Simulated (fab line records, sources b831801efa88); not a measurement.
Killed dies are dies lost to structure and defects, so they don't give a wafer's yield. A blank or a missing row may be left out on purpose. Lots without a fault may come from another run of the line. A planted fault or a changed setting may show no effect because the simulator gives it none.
One fault seen from 2 desks | flow gf180mcu | each desk has only its own numbers; what lay behind them comes last

THE METROLOGY DESK
What the gauges read, lot by lot, whatever tool the lot ran on: means of the sampled wafers that have a number. A lot is out of limits, marked OUT, if its mean lies more than 4 standard deviations from the usual mean; the brackets give that distance.
Columns: A = V2_OVL at GF_V2_OVL_MEAS_15, usual 0 nm; B = cd_nm at GF_M3_CD_MEAS_14, usual 280.0 nm; C = V3_CVD_00_THK at GF_V3_THK_MEAS_01, usual 599 nm
lot  | first seen here | A   | B     | C
L485 | day 20 11:44    | 5   | 281.2 | 606
L486 | day 20 18:07    | 0   | 280.4 | 600
L489 | day 21 23:29    | 2   | 281.7 | 602
L490 | day 22 09:11    | -6  | 281.3 | 599
L491 | day 22 10:35    | 8   | 279.9 | 607
L493 | day 23 09:46    | -1  | 279.3 | 612
L496 | day 24 06:07    | -2  | 278.8 | 602
L498 | day 25 00:11    | -10 | 282.9 | 598
L500 | day 25 13:40    | -6  | 283.1 | 604
L505 | day 27 04:13    | -3  | 278.6 | 601
L506 | day 27 11:55    | 10  | 280.4 | 594
L507 | day 27 20:28    | 12  | 278.6 | 606
L508 | day 27 22:29    | 2   | 279.1 | 593
This desk's finding: nothing out of limits on any of the 13 lots.

THE TOOL OWNER'S DESK: litho_track-01
The tool's own readings at GF_M3_SOFTBAKE_10 (time 60 s): means of the sampled wafers that have a number, for each lot that ran on this tool. A lot is out of limits, marked OUT, if its mean lies more than 4 standard deviations from the usual mean; the brackets give that distance.
Columns: A = heater_power_total_W at GF_M3_SOFTBAKE_10, usual 93.05 W
lot  | first seen here | A
L485 | day 21 01:17    | 93.10
L493 | day 23 22:34    | 93.05
L496 | day 24 18:22    | 93.04
L498 | day 25 12:15    | 100.65 (+99 or more) OUT
L500 | day 26 02:03    | 100.61 (+99 or more) OUT
L508 | day 28 09:45    | 93.02
This desk's finding: out of limits on L498, L500; first on L498, day 25 12:15 (heater_power_total_W at GF_M3_SOFTBAKE_10). In limits: L485, L493, L496, L508.

PUT TOGETHER
The tool owner's desk could have raised an alarm at day 25 12:15, on L498, L500.
The metrology desk saw nothing out of limits.
The metrology desk has L498, L500 on record, within its limits.
Of the lots named, all ran GF_M3_SOFTBAKE_10 on litho_track-01.

WHAT THE SIMULATOR HAD PUT IN
Process parameter drift: litho_track-01, from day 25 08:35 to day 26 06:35, at GF_M3_SOFTBAKE_10. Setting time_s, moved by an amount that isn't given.
Lots struck among those shown: L498, L500.
Hours from the fault's start to each desk's first reading out of limits: the tool owner's desk, 4.
